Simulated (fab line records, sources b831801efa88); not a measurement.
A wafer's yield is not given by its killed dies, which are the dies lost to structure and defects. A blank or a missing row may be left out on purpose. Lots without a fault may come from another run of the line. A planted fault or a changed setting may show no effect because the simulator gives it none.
Matching of chambers | flow gf180mcu | GF_V1_CMP_26 on cmp-01: 4 sister chambers
The step polishes, stops on SiO2, t overpolish 15 s, target thk 0 nm. 18 wafers are shown with their chamber, then 9 later ones without.

WAFERS PAIRED WITH THEIR CHAMBERS
wafer  | chamber | motor_current_A (A) | time_to_endpoint_s (s) | overpolish_run_s (s)
L439.3 | 1       | 9.0                 | 87                     | 15.007
L439.5 | 3       | 12.3                | 80                     | 14.990
L439.6 | 2       | 11.8                | 82                     | 15.005
L440.1 | 3       | 12.7                | 77                     | 14.995
L440.2 | 2       | 11.0                | 80                     | 15.003
L440.5 | 1       | 8.7                 | 87                     | 15.002
L444.2 | 2       | 10.9                | 75                     | 14.995
L444.3 | 3       | 12.0                | 77                     | 14.991
L444.5 | 0       | 11.9                | 76                     | 14.994
L447.1 | 2       | 11.5                | 75                     | 15.010
L447.2 | 1       | 8.9                 | 84                     | 15.009
L447.6 | 1       | 9.1                 | 84                     | 14.994
L449.1 | 0       | 12.1                | 74                     | 15.020
L449.3 | 2       | 12.0                | 73                     | 14.993
L449.6 | 2       | 12.0                | 74                     | 14.980
L450.1 | 0       | 12.6                | 82                     | 15.001
L450.2 | 3       | 12.2                | 79                     | 15.006
L450.3 | 1       | 9.3                 | 91                     | 14.993

SIGNATURES (averages over the wafers above)
reading            | chamber 0 | chamber 1 | chamber 2 | chamber 3 | scatter within a chamber
motor_current_A    | 12.200    | 9.000     | 11.533    | 12.300    | 0.37
time_to_endpoint_s | 77.33     | 86.60     | 76.50     | 78.25     | 3.16
overpolish_run_s   | 15.00500  | 15.00100  | 14.99767  | 14.99550  | 0.00968
Rule: a wafer lies at a distance from a chamber equal to the root of the sum of squares, over the readings, of (its reading less the chamber's mean, divided by the reading's scatter). The wafer belongs to the nearest chamber; if the next one is less than 2 further off, it can't be placed. The scatter: take each reading less its chamber's mean, square it, sum over the shown wafers, divide by the number of wafers less the number of chambers, and take the root.

WAFERS WITHOUT THEIR CHAMBER
wafer  | motor_current_A (A) | time_to_endpoint_s (s) | overpolish_run_s (s)
L456.2 | 11.1                | 80                     | 15.010
L456.3 | 11.9                | 82                     | 14.989
L456.6 | 12.1                | 79                     | 14.997
L457.3 | 12.4                | 78                     | 15.007
L457.4 | 8.6                 | 84                     | 15.006
L457.5 | 12.0                | 77                     | 15.014
L461.3 | 11.4                | 81                     | 15.001
L461.4 | 12.0                | 81                     | 15.014
L461.6 | 11.7                | 79                     | 14.991

CHAMBER TAKEN BY EACH
wafer  | from the rows above          | in truth
L456.2 | can't be placed: 2 or 0 or 3 | 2
L456.3 | can't be placed: 3 or 2 or 0 | 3
L456.6 | can't be placed: 3 or 0 or 2 | 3
L457.3 | can't be placed: 0 or 3 or 2 | 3
L457.4 | 1                            | 1
L457.5 | can't be placed: 0 or 2 or 3 | 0
L461.3 | can't be placed: 2 or 0 or 3 | 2
L461.4 | can't be placed: 0 or 3 or 2 | 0
L461.6 | can't be placed: 2 or 3 or 0 | 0
Placed correctly: 1 of 9. Can't be placed from these rows: 8 (the true chamber is among the candidates in 8). Wrongly placed: 0.
